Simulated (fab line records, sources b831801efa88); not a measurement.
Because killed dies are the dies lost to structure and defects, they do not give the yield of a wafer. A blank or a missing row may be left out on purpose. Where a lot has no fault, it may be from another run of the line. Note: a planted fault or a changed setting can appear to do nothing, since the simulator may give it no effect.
Problem report in the 8D (eight disciplines) form, filled by code	flow gf180mcu	the parts of the form that need people (team, actions taken, sign-off) are left out

## 1. WHAT WENT WRONG
Wafers free of any fault read 0.326 ohm/sq (standard deviation 0.0035) for V1_W_RS at GF_V1_RS_MEAS_24, against a mean of 0.571 ohm/sq on 5 wafers of 3 lots. Measured from the usual mean, that is +70 standard deviations.
The step: measures by four-point-probe.
The first sign was on wafer L550.1 at day 22 18:35, on film_metro-04. Wafers with a number at this step in the record: 32, from 11 lots. By rule, "out" or "out of limits" means more than 4 standard deviations away from the usual mean. The other wafers with a number count as sound.

## 2. WHAT IT IS, WHAT IT ISN'T
question	is	is not
which readings at this step	V1_W_RS	-
which lots	L550, L551, L554	L542, L544, L545, L546, L547, L548, L549, L561
which wafers of those lots	L550.1, L550.4, L551.4, L554.1, L554.4	L550.5, L551.5, L554.3
read on which gauges	film_metro-03, film_metro-04	film_metro-01
when	from day 22 18:35	up to then (22 sound wafers); but 5 sound wafers of L551, L554, L561 came after

## 3. WHAT RULES OUT EACH SUSPECT
Counting: a tool at a process step up to the reading stays a suspect if it ran every lot that is out. Sound lots after the first of them don't rule it out here, since some wafers of a struck lot are sound.
- ruled out: the gauge at GF_V1_RS_MEAS_24. Those wafers that are out were read across 2 gauges (film_metro-03, film_metro-04).
- cvd_w-02 at GF_V1_CVD_23 (deposits W, target thk 350 nm, time 105.05 s): kept. Every lot that is out went through it, the first being L550 (day 22 18:29); the last sound lot it ran before that was L549 (day 22 06:06).
Left after counting: cvd_w-02 at GF_V1_CVD_23.

## 4. THE CAUSE (what the simulator had put in)
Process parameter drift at GF_V1_CVD_23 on cvd_w-02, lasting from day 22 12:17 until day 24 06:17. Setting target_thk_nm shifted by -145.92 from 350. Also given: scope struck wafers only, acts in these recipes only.
This tool alone remained once counting was done.

## 5. THE EFFECT CHAIN, in route order
Rows list readings where the struck wafers' mean (over those with a number) sits beyond 3 standard deviations from the usual. Readings are gone through only where the record gives a usual standard deviation; hours: the median, over the lots, of the time from a lot's start at the first step in this table giving one to that lot's start at this step; sigmas: the change measured in usual standard deviations.
hours	step	reading	usual	on struck wafers	change	sigmas
0	GF_V1_RS_MEAS_24	V1_W_RS	0.326 ohm/sq	0.571	+0.245	+70
4	GF_V1_THK_MEAS_25	V1_W_THK	354 nm	204	-150	-35
7	GF_V1_CMP_26	time_to_endpoint_s	86 s	51	-35	-9.3
Process steps it contains:
- GF_V1_CMP_26: polishes, stops on SiO2, t overpolish 15 s, target thk 0 nm.

## 6. WHAT WOULD HAVE CAUGHT IT SOONER
The first out-of-limits reading at a measuring or inspecting step in this record came at day 22 18:35, 6 hours after the fault's start at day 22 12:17.
No tool reading at GF_V1_CVD_23 that has a usual standard deviation in the record was out on any struck wafer, so an alarm limit of 4 standard deviations on those readings would not have fired.
L551, L554, from the lots that are out (3), started GF_V1_CVD_23 on cvd_w-02 later than day 22 18:35. A hold on the tool at that time would have spared those 2.
